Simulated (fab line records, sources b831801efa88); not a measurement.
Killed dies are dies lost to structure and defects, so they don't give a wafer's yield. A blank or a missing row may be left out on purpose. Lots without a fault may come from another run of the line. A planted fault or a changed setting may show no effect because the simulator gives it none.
Which tool did it? | flow sky130 | 13 lots, 39 wafers sampled, at 4 steps of a route of 708

WHAT THE GAUGES READ, wafer by wafer
SKY_SD_P_OVL_MEAS_08.
lot  | measured     | on         | SD_P_OVL (nm)
L188 | day 25 08:47 | overlay-01 | -0.4 1.7 0.2
L189 | day 25 10:38 | overlay-02 | 4.8 5.1 2.7
L191 | day 26 11:56 | overlay-01 | 0.9 -0.5 0.9
L196 | day 28 11:17 | overlay-01 | 0.3 -0.2 0.2
L197 | day 28 20:28 | overlay-02 | 1.6 -0.4 1.1
L198 | day 29 09:29 | overlay-01 | 0.2 -1.3 0.3
L201 | day 31 19:28 | overlay-02 | 1.0 0.6 -2.4
L202 | day 31 20:35 | overlay-01 | 1.9 2.5 2.1
L204 | day 31 22:52 | overlay-02 | 2.0 1.0 0.6
L206 | day 32 05:31 | overlay-01 | 0.8 -1.5 0.7
L208 | day 32 12:52 | overlay-01 | 0.2 2.0 2.0
L209 | day 33 00:28 | overlay-02 | 1.6 0.2 1.8
L210 | day 33 06:59 | overlay-02 | 0.2 2.0 1.4

SKY_SD_N_RS_MEAS_16: measures by four-point-probe.
lot  | measured     | on            | SD_N_RS (ohm/sq)
L188 | day 27 21:52 | film_metro-01 | 68.59 68.49 68.50
L189 | day 28 00:35 | film_metro-01 | 68.50 68.69 68.55
L191 | day 28 23:45 | film_metro-04 | 68.61 68.51 68.46
L196 | day 30 19:22 | film_metro-03 | 68.60 68.57 68.66
L197 | day 31 05:26 | film_metro-04 | 68.50 68.51 68.43
L198 | day 31 18:19 | film_metro-03 | 68.45 68.46 68.42
L201 | day 34 02:41 | film_metro-03 | 68.39 68.41 68.46
L202 | day 34 04:23 | film_metro-01 | 68.62 68.52 68.47
L204 | day 34 06:14 | film_metro-04 | 68.59 68.41 68.42
L206 | day 34 12:41 | film_metro-01 | 68.44 68.53 68.47
L208 | day 34 20:42 | film_metro-04 | 68.52 68.54 68.49
L209 | day 35 07:37 | film_metro-01 | 68.72 68.81 68.62
L210 | day 35 13:42 | film_metro-04 | 68.74 68.70 68.63

SKY_CAP2M_OVL_MEAS_12.
lot  | measured     | on         | CAP2M_OVL (nm)
L188 | day 40 20:25 | overlay-02 | 0.9 1.9 1.8
L189 | day 40 20:43 | overlay-02 | -0.5 0.6 0.8
L191 | day 41 17:28 | overlay-01 | -0.3 1.5 2.5
L196 | day 43 04:37 | overlay-02 | 2.5 1.9 2.6
L197 | day 43 12:52 | overlay-01 | 0.0 -0.4 0.4
L198 | day 43 23:58 | overlay-01 | 0.5 1.8 1.6
L201 | day 45 20:41 | overlay-02 | -0.6 3.6 -0.5
L202 | day 45 22:19 | overlay-01 | 0.7 1.3 -0.6
L204 | day 46 00:17 | overlay-01 | 1.5 3.8 2.8
L206 | day 46 05:27 | overlay-01 | -1.9 -0.5 0.7
L208 | day 46 09:52 | overlay-01 | -1.0 -1.5 -0.3
L209 | day 46 19:59 | overlay-01 | 2.7 3.9 1.2
L210 | day 47 01:05 | overlay-02 | 1.7 -0.4 0.2

WHICH TOOL RAN EACH LOT (tool, then ch and the chambers of the sampled wafers, then the start)
lot  | SKY_VIA3_CMP_02
L188 | cmp-01 ch 0,2,3, day 38 16:31
L189 | cmp-01 ch 1,2,3, day 38 16:55
L191 | cmp-01 ch 0,1,2, day 39 14:14
L196 | cmp-01 ch 0,1,2, day 41 03:44
L197 | cmp-01 ch 0,1,3, day 41 12:38
L198 | cmp-01 ch 0,2,3, day 42 00:44
L201 | cmp-02 ch 0,2, day 44 00:14
L202 | cmp-02 ch 1,2,3, day 44 02:07
L204 | cmp-02 ch 0,2,3, day 44 03:54
L206 | cmp-02 ch 1,3, day 44 09:02
L208 | cmp-02 ch 0,2, day 44 14:20
L209 | cmp-01 ch 0,3, day 45 00:41
L210 | cmp-02 ch 0,2,3, day 45 05:25
- SKY_VIA3_CMP_02: polishes SiO2.

WHAT THE TOOLS THEMSELVES READ (means of the sampled wafers that have a number; where no wafer has one, the mark that the record gives instead)
SKY_VIA3_CMP_02.
lot  | tool   | motor_current_A (A)
L188 | cmp-01 | 12.8
L189 | cmp-01 | 13.1
L191 | cmp-01 | 14.1
L196 | cmp-01 | 13.6
L197 | cmp-01 | 13.1
L198 | cmp-01 | 13.2
L201 | cmp-02 | 12.6
L202 | cmp-02 | 12.0
L204 | cmp-02 | 12.1
L206 | cmp-02 | 12.4
L208 | cmp-02 | 13.0
L209 | cmp-01 | 12.4
L210 | cmp-02 | 12.6

THE ANSWER, worked out from the rows above alone
Rule: what is usual is taken from the lots themselves. Put in order of their means at a reading, lots are off if they are a third of the lots or fewer, leave a main group of 4 or more, and stand apart from it by a gap of 3 or more times the standard deviation of the main group's means; of several such gaps the widest counts. A main group whose means are all the same, to the digits that the tables above print for the reading, isn't used. A lot without any number at a reading at which 4 lots or more have one is off too. The other lots that the step has rows for count as sound. The gauges are gone through in route order, then the tools' own readings, and for those a lot's mean is taken as printed above. The first step at which some lot is off is used, and at that step the reading that is off furthest; a lot without a number counts as furthest.
No lot is off at any reading shown: from this, nothing can be told.

WHAT THE SIMULATOR HAD PUT IN
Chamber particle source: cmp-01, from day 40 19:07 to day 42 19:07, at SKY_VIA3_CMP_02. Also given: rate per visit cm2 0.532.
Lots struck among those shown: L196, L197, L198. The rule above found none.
